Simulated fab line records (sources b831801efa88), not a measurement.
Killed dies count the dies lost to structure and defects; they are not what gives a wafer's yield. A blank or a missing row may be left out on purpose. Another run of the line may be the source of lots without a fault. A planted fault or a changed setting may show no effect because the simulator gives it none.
Matching of chambers    flow sky130    cmp-02 running SKY_VIA4_CMP_21: 4 sister chambers
The step polishes, stops on SiO2, t overpolish 25 s, target thk 0 nm. 16 wafers are shown with their chamber, then 8 later ones without.

== WAFERS, EACH WITH ITS CHAMBER ==
wafer   chamber  motor current A (A)  time to endpoint s (s)  overpolish run s (s)
L442.1  1        9.4                  122                     25.005
L442.2  0        12.0                 122                     25.004
L442.6  3        10.1                 117                     25.006
L448.2  1        9.4                  119                     25.022
L448.3  3        10.3                 118                     24.995
L448.4  0        12.1                 125                     24.998
L452.1  1        9.2                  122                     25.003
L452.4  2        13.2                 119                     25.016
L452.6  1        9.5                  118                     25.011
L456.1  3        10.2                 118                     24.989
L456.4  0        11.7                 122                     24.997
L456.5  3        10.6                 113                     25.006
L459.1  2        13.5                 118                     25.016
L459.4  0        11.5                 125                     24.976
L459.6  2        13.0                 121                     25.025
L460.2  1        10.0                 119                     25.011

SIGNATURES, as means of the wafers listed above
reading             chamber 0  chamber 1  chamber 2  chamber 3  scatter within a chamber
motor current A     11.825     9.500      13.233     10.300     0.267
time to endpoint s  123.50     120.00     119.33     116.50     1.93
overpolish run s    24.99375   25.01040   25.01900   24.99900   0.00883
Rule: for each reading, subtract the chamber's mean from the wafer's reading, divide by that reading's scatter and square the result; add these up over the readings and take the root, which gives the wafer's distance from the chamber. The wafer belongs to the nearest chamber; if the next one is less than 2 further off, it can't be placed. The scatter: the root of (the sum of the squares of (reading less its chamber's mean) over the shown wafers, divided by (wafers less chambers)).

== WAFERS WHOSE CHAMBER IS MISSING ==
wafer   motor current A (A)  time to endpoint s (s)  overpolish run s (s)
L460.4  12.1                 122                     24.992
L460.6  12.0                 120                     25.006
L461.1  11.9                 124                     24.998
L461.4  13.0                 124                     25.000
L461.6  12.6                 123                     24.996
L464.2  13.1                 122                     24.997
L464.3  9.7                  115                     25.002
L464.4  10.2                 117                     25.014

== EACH ONE'S CHAMBER ==
wafer   from the rows above      in truth
L460.4  0                        0
L460.6  0                        0
L461.1  0                        0
L461.4  can't be placed: 2 or 0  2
L461.6  can't be placed: 0 or 2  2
L464.2  can't be placed: 2 or 0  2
L464.3  can't be placed: 3 or 1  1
L464.4  can't be placed: 3 or 1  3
Correct placement for 3 of the 8. Can't be placed from these rows: 5 (the true chamber is among the candidates in 5). 0 placed wrongly.
